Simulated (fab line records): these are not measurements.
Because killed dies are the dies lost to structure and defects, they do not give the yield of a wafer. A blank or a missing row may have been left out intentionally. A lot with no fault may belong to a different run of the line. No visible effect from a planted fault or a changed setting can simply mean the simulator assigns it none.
Which tool did it? + flow gf180mcu + 6 lots with 18 wafers sampled at 2 steps, on a route of 602 steps

WHAT THE GAUGES SHOWED, per wafer
GF_NWELL_TW_MEAS_11.
| lot  | measured    | on            | NWELL_TW                      |
|------|-------------|---------------|-------------------------------|
| L965 | day 3 18:42 | film-metro-04 | 1591 1592 1600                |
| L967 | day 4 05:24 | film-metro-04 | 1584 1586 1587                |
| L972 | day 5 10:13 | film-metro-03 | 1751 1751 1757 1754 1751 1759 |
| L976 | day 6 06:55 | film-metro-04 | 1770 1766 1766 1769 1771 1766 |
| L983 | day 7 19:26 | film-metro-04 | 1606 1604 1591                |
| L986 | day 8 18:56 | film-metro-04 | 1606 1595 1600                |

EACH LOT AND THE TOOL THAT RAN IT (in order: tool; ch and the chambers of the sampled wafers; start)
| lot  | GF_NWELL_IMPLANT_08            |
|------|--------------------------------|
| L965 | implanter-02 ch 0, day 3 18:19 |
| L967 | implanter-03 ch 0, day 4 05:01 |
| L972 | implanter-01 ch 0, day 5 09:51 |
| L976 | implanter-01 ch 0, day 6 06:26 |
| L983 | implanter-03 ch 0, day 7 18:56 |
| L986 | implanter-02 ch 0, day 8 18:32 |
- GF_NWELL_IMPLANT_08

THE ANSWER, worked out from the rows above alone
Rule: the usual values come from the lots themselves. Put in order of their means at a reading, lots are off if they are a third of the lots or fewer, leave a main group of 4 or more, and stand apart from it by a gap of 3 or more times the standard deviation of the main group's means; of several such gaps the widest counts. A main group is skipped when, at the precision printed for the reading in the tables above, its means are all equal. Also off: a lot with no number at a reading for which 4 or more lots have one. The other lots that the step has rows for count as sound.
Off: L972, L976, seen at GF_NWELL_TW_MEAS_11 (NWELL_TW). Mean 1595 and standard deviation 6 in the main group.
A tool fits if, at a process step before that reading, it ran every lot that is off, and no sound lot after the first of them. Those tools and the gauges at GF_NWELL_TW_MEAS_11 are tried in the same way. One fits: implanter-01 at GF_NWELL_IMPLANT_08. It ran no sound lot before its first lot that is off in this sample, so the start can't be narrowed down.

WHAT THE SIMULATOR HAD INSERTED
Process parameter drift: implanter-01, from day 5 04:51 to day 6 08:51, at GF_NWELL_IMPLANT_08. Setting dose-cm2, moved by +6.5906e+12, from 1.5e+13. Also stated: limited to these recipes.
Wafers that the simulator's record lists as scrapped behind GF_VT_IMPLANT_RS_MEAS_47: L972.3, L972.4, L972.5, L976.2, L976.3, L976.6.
Lots struck among those shown: L972, L976. This agrees with what the rule above found.
